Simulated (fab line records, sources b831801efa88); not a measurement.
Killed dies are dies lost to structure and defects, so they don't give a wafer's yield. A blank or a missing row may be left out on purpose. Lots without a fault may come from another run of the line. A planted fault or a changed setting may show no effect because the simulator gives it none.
One fault seen from 2 desks | flow sky130 | each desk has only its own numbers; what lay behind them comes last

THE TOOL OWNER'S DESK: implanter-03
The tool's own readings at SKY_GATE_OXIDE_IMPLANT_11: means of the sampled wafers that have a number, for each lot that ran on this tool. A lot is out of limits, marked OUT, if its mean lies more than 4 standard deviations from the usual mean; the brackets give that distance.
Columns: A = dose_ions_cm2 at SKY_GATE_OXIDE_IMPLANT_11, usual 2.5991e+12; B = faraday_current_uA at SKY_GATE_OXIDE_IMPLANT_11, usual 14.67
lot  | first seen here | A                            | B
L119 | day 14 13:38    | 2.6016e+12                   | 14.50
L120 | day 14 19:44    | 2.5986e+12                   | 14.54
L122 | day 15 23:53    | 2.5970e+12                   | 14.57
L124 | day 16 04:37    | 2.6019e+12                   | 15.06
L129 | day 18 04:34    | 2.5970e+12                   | 14.58
L131 | day 18 16:31    | 2.6005e+12                   | 14.73
L133 | day 19 13:43    | 1.7478e+12 (-99 or more) OUT | 10.08 (-16) OUT
L134 | day 19 16:29    | 1.7505e+12 (-99 or more) OUT | 9.79 (-17) OUT
This desk's finding: out of limits on L133, L134; first on L133, day 19 13:43 (dose_ions_cm2 at SKY_GATE_OXIDE_IMPLANT_11). In limits: L119, L120, L122, L124, L129, L131.

THE METROLOGY DESK
What the gauges read, lot by lot, whatever tool the lot ran on: means of the sampled wafers that have a number. A lot is out of limits, marked OUT, if its mean lies more than 4 standard deviations from the usual mean; the brackets give that distance.
Columns: A = cd_nm at SKY_FIELD_ISO_CD_MEAS_13, usual 150.3 nm; B = VT_ADJUST_NCORE_TW at SKY_VT_ADJUST_NCORE_TW_MEAS_11, usual 218.4; C = GATE_OXIDE_TW at SKY_GATE_OXIDE_TW_MEAS_14, usual 223.0
lot  | first seen here | A     | B     | C
L119 | day 2 15:33     | 149.4 | 219.6 | 221.5
L120 | day 3 00:49     | 149.2 | 217.8 | 224.1
L122 | day 3 09:47     | 150.0 | 218.8 | 223.9
L124 | day 3 17:37     | 150.1 | 219.0 | 225.3
L125 | day 3 21:26     | 150.5 | 220.7 | 221.3
L128 | day 4 13:43     | 147.5 | 220.1 | 224.2
L129 | day 4 19:10     | 148.6 | 219.9 | 224.5
L131 | day 5 05:55     | 150.9 | 219.6 | 221.0
L132 | day 5 11:24     | 150.9 | 219.9 | 223.0
L133 | day 5 16:20     | 151.6 | 217.8 | 197.0 (-17) OUT
L134 | day 5 20:22     | 151.9 | 219.1 | 198.3 (-16) OUT
L135 | day 6 01:23     | 150.1 | 218.9 | 220.6
This desk's finding: out of limits on L133, L134; first on L133, day 19 14:02 (GATE_OXIDE_TW at SKY_GATE_OXIDE_TW_MEAS_14). In limits: L119, L120, L122, L124, L125, L128, L129, L131, L132, L135.

PUT TOGETHER
The tool owner's desk could have raised an alarm at day 19 13:43, on L133, L134.
The metrology desk could have raised an alarm at day 19 14:02, on L133, L134.
Of the lots named, all ran SKY_GATE_OXIDE_IMPLANT_11 on implanter-03.

WHAT THE SIMULATOR HAD PUT IN
Process parameter drift: implanter-03, from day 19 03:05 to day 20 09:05, at SKY_GATE_OXIDE_IMPLANT_11. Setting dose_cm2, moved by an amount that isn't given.
Lots struck among those shown: L133, L134.
Hours from the fault's start to each desk's first reading out of limits: the tool owner's desk, 11; the metrology desk, 11.
